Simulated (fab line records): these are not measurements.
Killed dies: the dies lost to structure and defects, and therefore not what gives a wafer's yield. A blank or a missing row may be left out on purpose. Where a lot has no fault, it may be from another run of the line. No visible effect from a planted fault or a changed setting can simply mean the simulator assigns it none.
fab line records	flow gf180mcu
record: lots: 7	wafers: 21	last_day: 34
route steps=602 shown VT_IMPLANT@108
lots with no fault: from the same line, run without faults
start_h: hours from the record's first day to the start of the lot's first wafer shown	wait_h: hours elapsed since this lot's preceding step	" unchanged from the row above	L1.1+2: one row covering several wafers at once	- no value present, or no start provided	* or withheld: withheld	< > ~ a bound
route shown NAME@n: names a module that has steps shown in the file, with the first one's number in the route	usual: mean/standard deviation taken from wafers without a fault	same: alike in all rows	chamber/n: place in a boat	sites: each site's reading	_std_site: standard deviation of those values	_edge_site: outer sites' mean less inner sites'	radius_mm: for every site, how far away it sits from the centre of the wafer	mask NAME#n: copy n	behind: the last tool/chamber to shape the wafer	hold: the reason the lot was held/the length of the hold in hours/how it ended	device: transistor that didn't switch, given as n, p or np	end of line: tests of these same wafers at the route's end	a step given without rows: its recipe and nothing more	killed: not the wafer's yield, but the dies lost to structure and defects at the first sort	map: dies across one wafer; x = killed, . = not, _ = none there
set.NAME: setting as actually run; set.NAME@STEP: the setting as run at that earlier step	model.NAME: the simulator's own value behind a step, which no gauge read
lots seen at some steps along the route; tables by step, rows by wafer
services: the hour from which a tool's chamber was out of use, counted from the record's first day as start_h (under 0 if before that day), plus the number of hours and why
== steps ==
step: GF_VT_IMPLANT_OVL_MEAS_18
usual: VT_IMPLANT_01_OVL: 0.1/1.2
lot.wafer	tool	chamber	start_h	wait_h	VT_IMPLANT_01_OVL[nm]
L172.4	overlay-02	-	132.07	0.1	0.3
L172.5	"	-	"	"	1.7
L172.6	"	-	"	"	-0.2
L175.1	overlay-02	-	151.16	0.1	0.2
L175.4	"	-	"	"	0.8
L175.6	"	-	"	"	0.8
L184.3	overlay-02	-	214.68	0.1	0.4
L184.4	"	-	"	"	3.0
L184.5	"	-	"	"	0.2
L185.3	overlay-02	-	215.72	0.1	2.1
L185.4	"	-	"	"	1.0
L185.6	"	-	"	"	-0.4
L186.1	overlay-01	-	222.21	0.1	-3.2
L186.3	"	-	"	"	-1.0
L186.4	"	-	"	"	0.3
L189.2	overlay-02	-	242.91	0.1	-1.5
L189.4	"	-	"	"	-2.5
L189.6	"	-	"	"	0.1
L193.1	overlay-02	-	268.11	0.1	-0.2
L193.2	"	-	"	"	-0.2
L193.5	"	-	"	"	-0.3
step: GF_VT_IMPLANT_IMPLANT_19
recipe: species: As	energy_kev: 100	dose_cm2: 4.35e+12	tilt_deg: 7
step: GF_VT_IMPLANT_STRIP_20
recipe: chemistry: O2/N2	power_w: 1400	pressure_mtorr: 1500	platen_temp_c: 250	o2_flow_sccm: 3000	n2_flow_sccm: 300	overash_fraction: 0.5
usual: drypump_motor_current_A: 6.0/0.5	heater_power_w: 324/48	oes_product_au: 0.716/0.0045	strip_time_to_endpoint_s: 12.60/0.032
same: overash_fraction: 0.5
lot.wafer	tool	chamber	start_h	wait_h	drypump_motor_current_A	heater_power_w	oes_product_au	rf_hours_counter_h	strip_time_to_endpoint_s
L172.4	plasma_asher-03	0	132.28	0.1	6.1	250	0.710	-	12.61
L172.5	"	1	"	"	6.7	397	0.718	-	12.52
L172.6	"	0	"	"	6.1	250	0.720	-	12.53
L175.1	plasma_asher-03	1	151.34	0.1	6.7	400	0.715	35	12.59
L175.4	"	0	"	"	6.1	249	0.711	-	12.55
L175.6	"	1	"	"	6.7	403	0.717	-	12.59
L184.3	plasma_asher-04	1	214.89	0.1	6.3	335	0.724	-	12.63
L184.4	"	0	"	"	5.1	318	0.718	-	12.61
L184.5	"	0	"	"	5.0	320	0.722	-	12.55
L185.3	plasma_asher-04	0	215.92	0.1	5.1	320	0.711	-	12.61
L185.4	"	1	"	"	6.2	341	0.718	-	12.64
L185.6	"	1	"	"	6.2	328	0.717	-	12.66
L186.1	plasma_asher-04	0	222.39	0.1	5.0	315	0.707	56	12.60
L186.3	"	1	"	"	6.3	343	0.715	-	12.63
L186.4	"	0	"	"	5.0	316	0.715	-	12.67
L189.2	plasma_asher-02	1	243.09	0.1	6.0	340	0.717	62	12.65
L189.4	"	0	"	"	5.8	301	0.710	-	12.67
L189.6	"	1	"	"	6.0	340	0.711	-	12.65
L193.1	plasma_asher-03	0	268.29	0.1	6.1	247	0.716	47	12.61
L193.2	"	1	"	"	6.7	410	0.713	47	12.57
L193.5	"	0	"	"	6.1	247	0.715	-	12.63
step: GF_VT_IMPLANT_TW_MEAS_21
usual: VT_IMPLANT_2_TW: 1214/7.6
lot.wafer	tool	chamber	start_h	wait_h	VT_IMPLANT_2_TW
L172.4	film_metro-03	-	132.37	0.1	1219
L172.5	"	-	"	"	1213
L172.6	"	-	"	"	1220
L175.1	film_metro-04	-	151.44	0.1	1205
L175.4	"	-	"	"	1203
L175.6	"	-	"	"	1208
L184.3	film_metro-04	-	214.98	0.1	1201
L184.4	"	-	"	"	1200
L184.5	"	-	"	"	1198
L185.3	film_metro-03	-	216.01	0.1	1217
L185.4	"	-	"	"	1216
L185.6	"	-	"	"	1216
L186.1	film_metro-03	-	222.49	0.1	1211
L186.3	"	-	"	"	1213
L186.4	"	-	"	"	1218
L189.2	film_metro-04	-	243.20	0.1	1219
L189.4	"	-	"	"	1203
L189.6	"	-	"	"	1212
L193.1	film_metro-04	-	268.39	0.1	1203
L193.2	"	-	"	"	1202
L193.5	"	-	"	"	1205
step: GF_VT_IMPLANT_DEHYDRATE_22
recipe: temp_c: 200	time_s: 60
step: GF_VT_IMPLANT_HMDS_23
recipe: prime_time_s: 60	prime_temp_c: 120
step: GF_VT_IMPLANT_COAT_24
recipe: resist: NOVOLAK	spin_rpm: 3000	resist_thk_nm: 1000
step: GF_VT_IMPLANT_SOFTBAKE_25
recipe: temp_c: 90	time_s: 60	resist: NOVOLAK
step: GF_VT_IMPLANT_EXPOSE_26
recipe: mask_id: LVPWELL_HV_AREA	target_cd_nm: 860	na: 0.6	source_shape: conventional	sigma_outer: 0.6	dose_mj: 140
step: GF_VT_IMPLANT_PEB_27
recipe: temp_c: withheld	time_s: *	resist: NOVOLAK
step: GF_VT_IMPLANT_DEVELOP_28
recipe: develop_time_s: 60	dev_temp_c: 23
step: GF_VT_IMPLANT_OVL_MEAS_29
usual: VT_IMPLANT_02_OVL: -0.4/1.5
lot.wafer	tool	chamber	start_h	wait_h	VT_IMPLANT_02_OVL[nm]
L172.4	overlay-02	-	147.57	0.1	-0.1
L172.5	"	-	"	"	-1.0
L172.6	"	-	"	"	-2.8
L175.1	overlay-02	-	167.46	0.1	-2.1
L175.4	"	-	"	"	-0.5
L175.6	"	-	"	"	-1.3
L184.3	overlay-02	-	232.87	0.1	2.4
L184.4	"	-	"	"	0.0
L184.5	"	-	"	"	-1.6
L185.3	overlay-02	-	234.47	0.1	0.6
L185.4	"	-	"	"	0.9
L185.6	"	-	"	"	1.2
L186.1	overlay-02	-	241.01	0.1	-2.3
L186.3	"	-	"	"	-3.0
L186.4	"	-	"	"	-1.3
L189.2	overlay-02	-	262.06	0.1	2.0
L189.4	"	-	"	"	2.3
L189.6	"	-	"	"	-0.6
L193.1	overlay-01	-	287.57	0.1	0.3
L193.2	"	-	"	"	1.9
L193.5	"	-	"	"	-1.1
step: GF_VT_IMPLANT_IMPLANT_30
recipe: species: B	energy_kev: 25	dose_cm2: 2.534e+12	tilt_deg: 7
usual: beam_energy_keV: 24.998/0.0098	beam_on_s: 10.03/0.22	dose_ions_cm2: 2.5344e+12/2.7e+09	tilt_deg: 7.004/0.019
lot.wafer	tool	chamber	start_h	wait_h	beam_energy_keV	beam_on_s	dose_ions_cm2	tilt_deg
L172.4	implanter-03	0	147.67	0.1	25.012	9.69	2.5307e+12	6.957
L172.5	"	0	"	"	25.018	10.11	2.5364e+12	7.015
L172.6	"	0	"	"	25.007	10.22	2.5314e+12	7.005
L175.1	implanter-03	0	167.49	0.0	25.002	10.15	2.5305e+12	7.002
L175.4	"	0	"	"	24.989	9.99	2.5352e+12	6.988
L175.6	"	0	"	"	25.009	9.89	2.5353e+12	7.023
L184.3	implanter-03	-	232.94	0.1	-	-	-	-
L184.4	"	-	"	"	-	-	-	-
L184.5	"	-	"	"	-	-	-	-
L185.3	implanter-03	-	234.54	0.1	-	-	-	-
L185.4	"	-	"	"	-	-	-	-
L185.6	"	-	"	"	-	-	-	-
L186.1	implanter-02	-	241.04	0.0	-	-	-	-
L186.3	"	-	"	"	-	-	-	-
L186.4	"	-	"	"	-	-	-	-
L189.2	implanter-03	0	262.12	0.0	25.000	10.28	2.5308e+12	7.014
L189.4	"	0	"	"	25.004	9.90	2.5279e+12	7.011
L189.6	"	0	"	"	25.000	9.96	2.5318e+12	7.012
L193.1	implanter-02	0	287.61	0.0	24.995	9.98	2.5324e+12	6.996
L193.2	"	0	"	"	24.993	10.25	2.5354e+12	7.030
L193.5	"	0	"	"	25.000	10.06	2.5353e+12	7.026
step: GF_VT_IMPLANT_STRIP_31
recipe: chemistry: O2/N2	power_w: 1400	pressure_mtorr: 1500	platen_temp_c: 249.2	o2_flow_sccm: 3000	n2_flow_sccm: 300	overash_fraction: 0.5
usual: drypump_motor_current_A: 5.8/0.53	heater_power_w: 324/34	oes_product_au: 0.709/0.0043	strip_time_to_endpoint_s: 12.81/0.036
same: overash_fraction: 0.5
lot.wafer	tool	chamber	start_h	wait_h	drypump_motor_current_A	heater_power_w	oes_product_au	rf_hours_counter_h	strip_time_to_endpoint_s
L172.4	plasma_asher-04	0	147.78	0.1	5.1	314	0.714	-	12.85
L172.5	"	0	"	"	5.0	320	0.713	-	12.88
L172.6	"	1	"	"	6.2	334	0.713	-	12.87
L175.1	plasma_asher-04	1	167.64	0.1	6.2	340	0.702	51	12.82
L175.4	"	1	"	"	6.3	330	0.708	-	12.78
L175.6	"	1	"	"	6.3	332	0.711	-	12.81
L184.3	plasma_asher-04	1	233.07	0.1	6.2	332	0.714	-	12.80
L184.4	"	0	"	"	5.0	322	0.715	-	12.81
L184.5	"	0	"	"	5.0	326	0.707	-	12.81
L185.3	plasma_asher-04	0	234.67	0.1	5.0	323	0.712	-	12.84
L185.4	"	1	"	"	6.2	323	0.710	-	12.84
L185.6	"	0	"	"	5.1	319	0.709	-	12.78
L186.1	plasma_asher-03	1	241.19	0.1	6.7	400	0.703	44	12.83
L186.3	"	0	"	"	6.1	246	0.707	-	12.81
L186.4	"	1	"	"	6.7	407	0.708	-	12.85
L189.2	plasma_asher-04	0	262.24	0.1	5.1	318	0.707	61	12.82
L189.4	"	1	"	"	6.2	348	0.711	-	12.81
L189.6	"	0	"	"	5.1	318	0.711	-	12.85
L193.1	plasma_asher-02	1	287.76	0.1	6.0	342	0.707	67	12.73
L193.2	"	0	"	"	5.8	297	0.713	67	12.76
L193.5	"	0	"	"	5.8	308	0.705	-	12.77
step: GF_VT_IMPLANT_TW_MEAS_32
usual: VT_IMPLANT_3_TW: 268.2/1.6
lot.wafer	tool	chamber	start_h	wait_h	VT_IMPLANT_3_TW
L172.4	film_metro-01	-	147.87	0.1	269.4
L172.5	"	-	"	"	266.0
L172.6	"	-	"	"	268.8
L175.1	film_metro-03	-	167.74	0.1	266.1
L175.4	"	-	"	"	267.8
L175.6	"	-	"	"	268.1
L184.3	film_metro-04	-	233.16	0.1	29.6
L184.4	"	-	"	"	29.8
L184.5	"	-	"	"	29.7
L185.3	film_metro-04	-	234.76	0.1	29.9
L185.4	"	-	"	"	29.8
L185.6	"	-	"	"	29.8
L186.1	film_metro-04	-	241.29	0.1	29.9
L186.3	"	-	"	"	30.1
L186.4	"	-	"	"	30.0
L189.2	film_metro-01	-	262.35	0.1	272.1
L189.4	"	-	"	"	270.9
L189.6	"	-	"	"	270.1
L193.1	film_metro-04	-	287.86	0.1	266.9
L193.2	"	-	"	"	266.1
L193.5	"	-	"	"	267.2
step: GF_VT_IMPLANT_DEHYDRATE_33
recipe: temp_c: 200	time_s: 60
== services ==
tool	chamber	start_h	hours	kind
implanter-02	-	148.02	2.2	repair
implanter-02	-	162.65	7.5	repair
implanter-03	-	178.45	2.0	repair
implanter-03	-	188.44	0.7	repair
implanter-02	-	189.42	1.8	repair
implanter-03	-	196.04	9.1	repair
plasma_asher-03	-	197.65	0.9	repair
implanter-03	-	213.56	0.7	repair
plasma_asher-03	-	214.13	2.8	pm
implanter-03	-	242.85	6.2	repair
implanter-03	-	270.23	3.2	repair
== key ==
first_sign: step: GF_VT_IMPLANT_IMPLANT_30	reading: tool_record	direction: missing
effect: step: GF_VT_IMPLANT_TW_MEAS_32	reading: VT_IMPLANT_3_TW	direction: down	sigmas: 99+	usual: 268.2	struck: 29.8
met_at GF_VT_IMPLANT_IMPLANT_30
struck_wafers L184.3,L184.4,L184.5,L185.3,L185.4,L185.6,L186.1,L186.3,L186.4
later_rows_left_out L184.3,L184.4,L184.5,L185.3,L185.4,L185.6,L186.1,L186.3,L186.4
sort_left_out L184.3,L184.4,L184.5,L185.3,L185.4,L185.6,L186.1,L186.3,L186.4
tester_left_out L184,L185,L186
onset_between 167.49 232.94
fault: kind: skipped_step_whole	tool: implanter-02,implanter-03	chamber: -	onset_h: 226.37	steps: GF_VT_IMPLANT_IMPLANT_30	scope: struck_lots_only
tester_left_out: of these lots the tester's yield and bins aren't shown, on N5 and GAA mostly nor the transistor test; their killed dies are dies lost to structure and defects alone, not to doping, threshold or leakage, so they don't give the yield
sort_left_out: the simulated sort isn't trusted on such a fault, so these wafers' sort isn't shown, and their yield isn't known
later_rows_left_out: the simulator's readings of these wafers behind a module that went badly wrong aren't trusted and aren't shown, but for the sort
